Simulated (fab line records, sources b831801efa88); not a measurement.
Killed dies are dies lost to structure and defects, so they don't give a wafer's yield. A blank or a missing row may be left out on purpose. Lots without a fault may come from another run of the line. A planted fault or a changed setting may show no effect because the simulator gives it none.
A struck lot beside a sound one | flow gf180mcu | 15 steps out of a route of 602
Sound: wafers L147.1, L147.3, L147.5. Struck: wafers L153.1, L153.2, L153.4. The cause comes at the end.
At each step with rows: each side's tool, then ch and its chambers, then its first start. Under that, the readings that differ: sound wafers | struck wafers | difference of the means | sigmas: that difference in standard deviations of wafers without a fault.
alike: readings whose means differ by less than 2 such deviations, and words and numbers that are the same on both sides. not compared: withheld readings, readings that some wafer has no value for, bounds like >300 that may hide the same value, and numbers for which the record gives no deviation and whose values overlap.
The two part at a step that has a row with sigmas, a row that says differs or no value, or rows on one side only. Numbers that don't overlap but have no deviation are shown without sigmas and don't part them. A reading that every wafer of one side lacks parts them only if that side has two wafers or more.

GF_M3_SPUTTER_04: material TiN, target thk 50 nm, time 41.7 s.
  sound on pvd_sputter-03, day 20 01:13; struck on pvd_sputter-02, day 22 22:46
  alike: throttle_valve_pct
GF_M3_RS_MEAS_05: measures by four-point-probe.
  sound on film_metro-02, day 20 01:16; struck on film_metro-04, day 22 22:48
  reading             | sound                | struck               | difference | sigmas
  M3_ALCU_RS (ohm/sq) | 0.0704 0.0708 0.0709 | 0.0689 0.0690 0.0699 | -0.0014    | -2
GF_M3_THK_MEAS_06: measures by xrf.
  sound on film_metro-02, day 20 01:23; struck on film_metro-04, day 22 22:55
  alike: M3_ALCU_THK
then, 7 steps without rows for these wafers: GF_M3_DEHYDRATE_07 (time 60 s); GF_M3_HMDS_08 (prime time 60 s); GF_M3_COAT_09 (resist thk 1000 nm); GF_M3_SOFTBAKE_10 (time 60 s); GF_M3_EXPOSE_11 (exposes mask Metal3, target cd 280 nm); GF_M3_PEB_12 (peb time 90 s); GF_M3_DEVELOP_13 (develop time 60 s).
GF_M3_CD_MEAS_14: target cd 280 nm.
  sound on cd_sem-02, day 21 01:25; struck on cd_sem-01, day 23 21:04
  alike: cd_nm
GF_M3_OVL_MEAS_15:
  sound on overlay-02, day 21 01:32; struck on overlay-01, day 23 21:11
  alike: M3_OVL
GF_M3_METAL_ETCH_16: etches the open film in Cl2/BCl3, stops on SiO2, target depth 627.5 nm, time 104.6 s.
  sound on rie_metal-03 ch 0,1, day 21 01:34; struck on rie_metal-03 ch 0,1, day 23 21:13
  reading                             | sound                | struck               | difference | sigmas
  bias_w (W)                          | 140.6 141.1 140.9    | 140.3 140.1 139.6    | -0.9       | -2
  oes_product_au (a.u.)               | 0.963 0.965 0.974    | 0.913 0.913 0.923    | -0.051     | -8
  rf_fwd_power_W (W)                  | 794.7 798.7 798.2    | 668.1 667.8 669.7    | -128.7     | -56
  throttle_valve_pct (%)              | 28.260 28.251 28.270 | 28.320 28.312 28.318 | +0.056     | +5
  model.etch.depth_nm (nm)            | 599.3 595.8 594.4    | 542.7 536.5 546      | -54.8      |
  model.M3.feature_depth_nm (nm)      | 599.3 595.8 594.4    | 542.7 536.5 546      | -54.8      |
  model.KrF_of_M3_COAT_09.thk_nm (nm) | 740.1 736.3 740.4    | 775.9 774.9 771.8    | +35.3      |
  alike: chamber_pressure_mTorr, drypump_motor_current_A
  not compared: rf_hours_counter_h
GF_M3_STRIP_17: strips in O2/N2.
  sound on plasma_asher-04 ch 0,1, day 21 01:41; struck on plasma_asher-03 ch 0,1, day 23 21:20
  reading                      | sound             | struck            | difference | sigmas
  oes_product_au (a.u.)        | 0.560 0.564 0.559 | 0.573 0.576 0.571 | +0.012     | +3
  strip_time_to_endpoint_s (s) | 7.93 7.90 7.90    | 8.27 8.27 8.23    | +0.35      | +9
  alike: chamber_pressure_mTorr, drypump_motor_current_A, heater_power_w
  not compared: rf_hours_counter_h
then, 1 step without rows for these wafers: GF_M3_STRIP_18 (strips in post etch residue remover, time 1200 s).

WHERE THEY PART
First at GF_M3_RS_MEAS_05; last, within this record, at GF_M3_STRIP_17.

WHY: what the simulator had put in
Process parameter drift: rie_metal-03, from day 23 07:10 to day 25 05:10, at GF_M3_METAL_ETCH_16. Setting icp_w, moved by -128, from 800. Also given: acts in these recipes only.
